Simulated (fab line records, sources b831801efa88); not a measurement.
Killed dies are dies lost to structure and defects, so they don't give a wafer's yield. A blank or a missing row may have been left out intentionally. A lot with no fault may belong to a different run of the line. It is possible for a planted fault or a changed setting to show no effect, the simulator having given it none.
Which tool is to blame? + flow gf180mcu + 14 lots with 42 wafers sampled at 4 steps, on a route of 602 steps

## WHAT THE GAUGES SHOWED, per wafer
GF_TOP_METAL_CD_MEAS_14 targets a cd of 440 nm.
| lot  | measured     | on        | cd_nm (nm)        |
|------|--------------|-----------|-------------------|
| L951 | day 28 12:16 | cd_sem-02 | 439.5 439.3 439.4 |
| L953 | day 29 02:11 | cd_sem-01 | 437.2 436.2 436.0 |
| L954 | day 29 09:48 | cd_sem-01 | 438.0 438.3 438.9 |
| L955 | day 29 11:27 | cd_sem-02 | 436.9 437.8 437.6 |
| L956 | day 29 13:34 | cd_sem-02 | 437.2 438.6 436.8 |
| L957 | day 29 23:43 | cd_sem-01 | 437.5 437.9 437.7 |
| L958 | day 30 11:00 | cd_sem-02 | 438.0 439.7 440.4 |
| L959 | day 30 13:26 | cd_sem-01 | 443.3 444.9 444.4 |
| L965 | day 31 23:41 | cd_sem-02 | 440.8 441.7 440.1 |
| L967 | day 32 16:16 | cd_sem-02 | 438.2 438.1 437.2 |
| L969 | day 33 02:25 | cd_sem-02 | 439.8 436.0 438.5 |
| L970 | day 33 10:33 | cd_sem-01 | 439.1 438.1 439.7 |
| L971 | day 33 17:38 | cd_sem-02 | 439.6 438.4 438.7 |
| L974 | day 34 03:56 | cd_sem-02 | 440.8 441.6 438.3 |

## EACH LOT AND THE TOOL THAT RAN IT (in order: tool; ch and the chambers of the sampled wafers; start)
| lot  | GF_CONTACT_CVD_02               | GF_MIM_CVD_05                   | GF_MIM_SPUTTER_07            |
|------|---------------------------------|---------------------------------|------------------------------|
| L951 | pecvd-01 ch 0,2, day 15 16:37   | pecvd-01 ch 0,1,2, day 24 23:04 | pvd_sputter-02, day 24 23:09 |
| L953 | pecvd-04 ch 1,2, day 16 06:11   | pecvd-01 ch 1,2, day 25 13:11   | pvd_sputter-02, day 25 13:17 |
| L954 | pecvd-01 ch 0,1,2, day 16 17:27 | pecvd-01 ch 0,1, day 25 22:27   | pvd_sputter-02, day 25 22:34 |
| L955 | pecvd-04 ch 0,2, day 16 17:53   | pecvd-02 ch 0,2, day 25 23:41   | pvd_sputter-04, day 25 23:47 |
| L956 | pecvd-04 ch 0,2, day 16 22:39   | pecvd-01 ch 0,1, day 26 03:32   | pvd_sputter-02, day 26 03:39 |
| L957 | pecvd-03 ch 0,1,2, day 17 11:32 | pecvd-01 ch 0,1,2, day 26 13:28 | pvd_sputter-02, day 26 13:32 |
| L958 | pecvd-01 ch 1,2, day 18 01:10   | pecvd-02 ch 1,2, day 27 02:52   | pvd_sputter-03, day 27 02:58 |
| L959 | pecvd-01 ch 0,1, day 18 02:40   | pecvd-01 ch 1,2, day 27 05:52   | pvd_sputter-02, day 27 05:57 |
| L965 | pecvd-01 ch 1,2, day 20 02:45   | pecvd-02 ch 0,1,2, day 28 19:01 | pvd_sputter-03, day 28 19:07 |
| L967 | pecvd-01 ch 0,1,2, day 21 00:05 | pecvd-04 ch 0,2, day 29 14:28   | pvd_sputter-03, day 29 14:34 |
| L969 | pecvd-04 ch 0,2, day 21 15:26   | pecvd-01 ch 0,2, day 30 02:43   | pvd_sputter-02, day 30 02:48 |
| L970 | pecvd-03 ch 0,1,2, day 22 04:54 | pecvd-01 ch 0,1,2, day 30 10:52 | pvd_sputter-04, day 30 10:57 |
| L971 | pecvd-03 ch 1,2, day 22 12:22   | pecvd-04 ch 0,1,2, day 30 19:36 | pvd_sputter-04, day 30 19:42 |
| L974 | pecvd-04 ch 0,2, day 23 06:13   | pecvd-01 ch 0,2, day 31 08:44   | pvd_sputter-03, day 31 08:50 |
- GF_CONTACT_CVD_02: deposits SiO2 from TEOS, target thk 860 nm, time 95.992 s.
- GF_MIM_CVD_05: deposits Si3N4, target thk 42 nm, time 29.086 s.
- GF_MIM_SPUTTER_07: material TiN, target thk 60 nm, time 50 s.

## AS READ BY THE TOOLS THEMSELVES (means over the sampled wafers that have a number; for cases with no such wafer, the mark the record gives instead)
GF_CONTACT_CVD_02.
| lot  | tool     | heater_power_w (W) |
|------|----------|--------------------|
| L951 | pecvd-01 | 712                |
| L953 | pecvd-04 | 656                |
| L954 | pecvd-01 | 743                |
| L955 | pecvd-04 | 736                |
| L956 | pecvd-04 | 642                |
| L957 | pecvd-03 | 703                |
| L958 | pecvd-01 | 774                |
| L959 | pecvd-01 | 826                |
| L965 | pecvd-01 | 710                |
| L967 | pecvd-01 | 683                |
| L969 | pecvd-04 | 650                |
| L970 | pecvd-03 | 648                |
| L971 | pecvd-03 | 679                |
| L974 | pecvd-04 | 736                |

GF_MIM_CVD_05.
| lot  | tool     | heater_power_w (W) |
|------|----------|--------------------|
| L951 | pecvd-01 | 757                |
| L953 | pecvd-01 | 790                |
| L954 | pecvd-01 | 739                |
| L955 | pecvd-02 | 596                |
| L956 | pecvd-01 | 771                |
| L957 | pecvd-01 | 736                |
| L958 | pecvd-02 | 706                |
| L959 | pecvd-01 | 665                |
| L965 | pecvd-02 | 606                |
| L967 | pecvd-04 | 716                |
| L969 | pecvd-01 | 697                |
| L970 | pecvd-01 | 704                |
| L971 | pecvd-04 | 650                |
| L974 | pecvd-01 | 702                |

GF_MIM_SPUTTER_07.
| lot  | tool           | throttle_valve_pct (%) |
|------|----------------|------------------------|
| L951 | pvd_sputter-02 | 30.4                   |
| L953 | pvd_sputter-02 | 31.3                   |
| L954 | pvd_sputter-02 | 30.9                   |
| L955 | pvd_sputter-04 | 29.2                   |
| L956 | pvd_sputter-02 | 30.4                   |
| L957 | pvd_sputter-02 | 31.2                   |
| L958 | pvd_sputter-03 | 29.5                   |
| L959 | pvd_sputter-02 | 30.5                   |
| L965 | pvd_sputter-03 | 29.5                   |
| L967 | pvd_sputter-03 | 29.6                   |
| L969 | pvd_sputter-02 | 30.5                   |
| L970 | pvd_sputter-04 | 29.3                   |
| L971 | pvd_sputter-04 | 29.9                   |
| L974 | pvd_sputter-03 | 30.4                   |

## THE ANSWER, worked out from the rows above alone
Rule: the usual values come from the lots themselves. The widest of any qualifying gaps counts: lots, ordered by their means at a reading, are off when they make up no more than a third of the lots, leave a main group of 4 or more, and stand apart from it by 3 or more times the standard deviation of that group's means. A main group is skipped when, at the precision printed for the reading in the tables above, its means are all equal. Also off: a lot with no number at a reading for which 4 or more lots have one. The other lots that the step has rows for count as sound. First the gauges in route order, then the tools' own readings, where a lot's mean is used as printed above. At the first step where some lot is off, the reading lying furthest off is the one used; lots without a number count as furthest.
No lot is off on any of the readings shown, so nothing can be concluded from this.

## WHAT THE SIMULATOR PUT IN
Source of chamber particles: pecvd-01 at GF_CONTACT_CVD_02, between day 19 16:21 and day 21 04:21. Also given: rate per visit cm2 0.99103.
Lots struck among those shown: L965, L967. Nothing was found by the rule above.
